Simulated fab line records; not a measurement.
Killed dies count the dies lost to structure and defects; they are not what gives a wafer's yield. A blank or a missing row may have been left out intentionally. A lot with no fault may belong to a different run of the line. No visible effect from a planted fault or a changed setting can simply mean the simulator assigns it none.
Split-lot study -- flow sfq-line -- 23 wafers read from 5 lots, route of 325 steps

== SPLIT DETAILS ==
At SFQ_TRILAYER_M2_LITHO_COAT_062 (resist thk 62 nm), the setting resist-thk-nm was moved away from the recipe's 62 nm on 8 of the 23 wafers read, by -5.0% to +4.6%. The other wafers ran this setting at the recipe's value.

Reading taken at the split's own step.

== THE READING ==
BARC_of_TRILAYER_M2_LITHO_COAT_062.thk-nm (the simulator's own value, which no gauge read), in nm, at SFQ_TRILAYER_M2_LITHO_COAT_062 (resist thk 62 nm). The file does not state a usual value for it. Here, 15 wafers ran the recipe; their average is 62.02 nm with a standard deviation of 0.24 nm.

wafer,"tool, chamber at the split","resist-thk-nm as run, nm",against the recipe,"BARC_of_TRILAYER_M2_LITHO_COAT_062.thk-nm, nm",against lot-mates on the recipe
L075.1,"litho-track-03, 0",64.86,+4.6%,65.22,+3.06
L075.2,"litho-track-03, 0",64.86,+4.6%,65.2,+3.04
L075.3,"litho-track-03, 0",62,recipe,62.02,-
L075.5,"litho-track-03, 0",62,recipe,62.3,-
L075.6,"litho-track-03, 0",62,recipe,62.15,-
L077.1,"litho-track-02, 0",58.92,-5.0%,58.89,-2.98
L077.3,"litho-track-02, 0",58.92,-5.0%,59.07,-2.80
L077.4,"litho-track-02, 0",62,recipe,61.92,-
L077.5,"litho-track-02, 0",58.92,-5.0%,58.84,-3.03
L077.6,"litho-track-02, 0",62,recipe,61.83,-
L078.1,"litho-track-01, 0",62,recipe,62.42,-
L078.5,"litho-track-01, 0",62,recipe,62.42,-
L078.6,"litho-track-01, 0",62,recipe,62.28,-
L079.2,"litho-track-02, 0",62,recipe,61.99,-
L079.3,"litho-track-02, 0",62,recipe,61.91,-
L079.4,"litho-track-02, 0",62,recipe,61.97,-
L079.6,"litho-track-02, 0",62,recipe,61.97,-
L079.5,"litho-track-02, 0",62,recipe,61.82,-
L080.1,"litho-track-02, 0",62,recipe,61.62,-
L080.2,"litho-track-02, 0",62,recipe,61.7,-
L080.3,"litho-track-02, 0",64.3,+3.7%,64.02,+2.36
L080.4,"litho-track-02, 0",64.3,+3.7%,63.89,+2.23
L080.5,"litho-track-02, 0",64.3,+3.7%,63.65,+1.99

THE FIT
A straight line over all 23 wafers: BARC_of_TRILAYER_M2_LITHO_COAT_062.thk-nm changes by +0.608 nm for each +1% of resist-thk-nm; r = +0.99; the points scatter about the line by 0.29 nm.
The same after taking each lot's own level away (the mean of its wafers on the recipe; 23 wafers): +0.61 nm for each +1%; r = +1.00; scatter 0.12 nm.
That fit puts the effect of the largest move of resist-thk-nm on the reading at 3 nm.
The span of the lots' own levels, 61.660 to 62.373 nm, comes to 3.0 times the standard deviation stated above.
Hence the lot-to-lot level has little effect on the slope; both slopes agree.
Check: -3.01 nm against its lot-mates is what the line predicts for one of the wafers moved furthest among these (-5.0%) when that wafer is left out of the fit. It came out at -2.98 nm against them.

== THE OTHER SPLITS THESE WAFERS WENT THROUGH ==
Before the reading, these wafers also passed through other splits. Each is held against what the fit with the lots' levels taken away leaves over:
other split on the same wafers,wafers away from the commonest value,r with BARC_of_TRILAYER_M2_LITHO_COAT_062.thk-nm (lot level and that fit taken away)
SFQ_TRILAYER_M1_LITHO_PEB_042 peb-temp-c,10,+0.06
SFQ_TRILAYER_I1_DEP_PECVD_045 time-s,10,-0.23
SFQ_TRILAYER_I1_VIA_LITHO_COAT_054 spin-rpm,5,+0.00
SFQ_TRILAYER_I1_VIA_BARC_OPEN_VIA_ETCH_071 time-s,7,-0.21

== FILE'S OWN FIT ==
BARC_of_TRILAYER_M2_LITHO_COAT_062.thk-nm changes by +0.617 nm for each +1% of resist-thk-nm, r = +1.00.
